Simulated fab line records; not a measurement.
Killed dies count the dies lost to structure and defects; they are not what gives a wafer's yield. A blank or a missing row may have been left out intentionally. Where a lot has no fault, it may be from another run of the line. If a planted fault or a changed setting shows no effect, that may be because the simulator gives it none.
The tool behind it: which one?	flow sky130	32 wafers sampled from 11 lots at 1 step of a route of 708

WHAT EACH GAUGE READ, for each wafer
SKY_SONOS_ONO_THK_MEAS_05.
lot	measured	on	SONOS_ONO_CVD_04_THK (nm)
L735	day 11 14:49	film-metro-04	5.67 5.65 5.67
L736	day 11 20:23	film-metro-02	5.75 5.72 5.75
L738	day 13 17:26	film-metro-01	6.06 6.02 5.91
L745	day 14 13:51	film-metro-01	5.83 5.86
L748	day 15 12:59	film-metro-02	5.66 5.79 5.59
L750	day 16 13:05	film-metro-04	5.71 5.75 5.79
L753	day 17 18:58	film-metro-02	5.53 5.53 5.59
L752	day 17 20:14	film-metro-04	5.94 5.86 5.92
L755	day 18 09:25	film-metro-04	5.69 5.66 5.80
L758	day 19 02:41	film-metro-01	5.83 5.84 5.89
L757	day 19 02:42	film-metro-02	5.64 5.67 5.59

TOOL THAT RAN EACH LOT (tool first, then ch and the chambers of the sampled wafers, then the start)
Before these readings, the record contains no process step.

THE ANSWER, worked out from the rows above alone
Rule: usual is defined by the lots themselves. The widest of any qualifying gaps counts: lots, ordered by their means at a reading, are off when they make up no more than a third of the lots, leave a main group of 4 or more, and stand apart from it by 3 or more times the standard deviation of that group's means. Not used: any main group whose means are identical at the precision the tables above print for the reading. A lot without any number at a reading at which 4 lots or more have one is off too. The other lots that the step has rows for count as sound.
Across all readings shown, no lot is off: no conclusion can be drawn from this.

WHAT THE SIMULATOR HAD PUT IN
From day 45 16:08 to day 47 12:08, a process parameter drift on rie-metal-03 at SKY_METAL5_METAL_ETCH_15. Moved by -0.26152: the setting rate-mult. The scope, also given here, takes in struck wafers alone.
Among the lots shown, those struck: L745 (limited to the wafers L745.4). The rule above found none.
